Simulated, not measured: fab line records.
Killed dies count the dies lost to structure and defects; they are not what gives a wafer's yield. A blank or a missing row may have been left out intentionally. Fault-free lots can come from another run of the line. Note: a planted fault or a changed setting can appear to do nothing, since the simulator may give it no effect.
One fault seen from 2 desks + flow sky130 + each desk has only its own numbers; what lay behind them comes last

== THE METROLOGY DESK ==
What the gauges read for every lot (on any tool): the sampled wafers with a number, averaged. A lot is out of limits, marked OUT, if its mean lies more than 4 standard deviations from the usual mean; the brackets give that distance.
Columns: A = VIA1_HDPCVD_THK at SKY_VIA1_THK_MEAS_01, usual 1026 nm; B = VIA1_OVL at SKY_VIA1_OVL_MEAS_13, usual 3 nm
| lot  | first seen here | A    | B  |
|------|-----------------|------|----|
| L317 | day 33 04:50    | 1024 | 3  |
| L318 | day 33 08:15    | 1012 | 1  |
| L319 | day 33 15:34    | 1030 | 5  |
| L320 | day 34 01:11    | 1027 | 5  |
| L324 | day 35 08:15    | 1002 | -1 |
| L323 | day 35 08:56    | 1044 | 5  |
| L326 | day 36 07:21    | 1025 | 9  |
| L327 | day 36 09:22    | 1017 | 14 |
| L334 | day 38 09:49    | 1056 | 6  |
| L337 | day 39 02:20    | 1034 | 2  |
| L338 | day 39 15:14    | 1038 | 3  |
| L339 | day 41 05:39    | 1050 | 4  |
This desk's finding: nothing out of limits on any of the 12 lots.

== AT THE TOOL OWNER'S DESK: plasma asher-02 ==
The tool's own readings at SKY_VIA1_STRIP_16 (strips in O2/N2): means of the sampled wafers that have a number, for each lot that ran on this tool. A lot is out of limits, marked OUT, if its mean lies more than 4 standard deviations from the usual mean; the brackets give that distance.
Columns: A = drypump motor current A at SKY_VIA1_STRIP_16, usual 5.9 A; B = o2 flow sccm at SKY_VIA1_STRIP_16, usual 2998 sccm; C = oes product au at SKY_VIA1_STRIP_16, usual 0.417 a.u.; D = strip time to endpoint s at SKY_VIA1_STRIP_16, usual 4.469 s
| lot  | first seen here | A   | B              | C     | D     |
|------|-----------------|-----|----------------|-------|-------|
| L317 | day 34 07:51    | 6.1 | 2997           | 0.415 | 4.440 |
| L319 | day 34 18:48    | 6.2 | 3000           | 0.418 | 4.478 |
| L324 | day 36 10:38    | 6.1 | 2995           | 0.415 | 4.438 |
| L326 | day 37 09:24    | 6.1 | 3005           | 0.417 | 4.488 |
| L334 | day 39 10:30    | 6.1 | 3598 (+62) OUT | 0.414 | 4.404 |
| L337 | day 40 03:36    | 6.2 | 3585 (+61) OUT | 0.421 | 4.411 |
This desk finds L334, L337 out of limits, L334 being first, at day 39 10:30 (o2 flow sccm at SKY_VIA1_STRIP_16). L317, L319, L324, L326 stayed within limits.

== ALL TOGETHER ==
The tool owner's desk had the chance to raise an alarm at day 39 10:30 on L334, L337.
The metrology desk saw nothing out of limits.
The metrology desk has L334, L337 on record, within its limits.
Every lot named ran SKY_VIA1_STRIP_16 on plasma asher-02.

== WHAT WAS PUT IN BY THE SIMULATOR ==
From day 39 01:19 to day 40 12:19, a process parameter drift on plasma asher-02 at SKY_VIA1_STRIP_16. From 3000, the setting o2 flow sccm moved by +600. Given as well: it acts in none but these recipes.
Shown lots that were struck: L334, L337.
Hours from the fault's start to each desk's first reading out of limits: the tool owner's desk, 9.
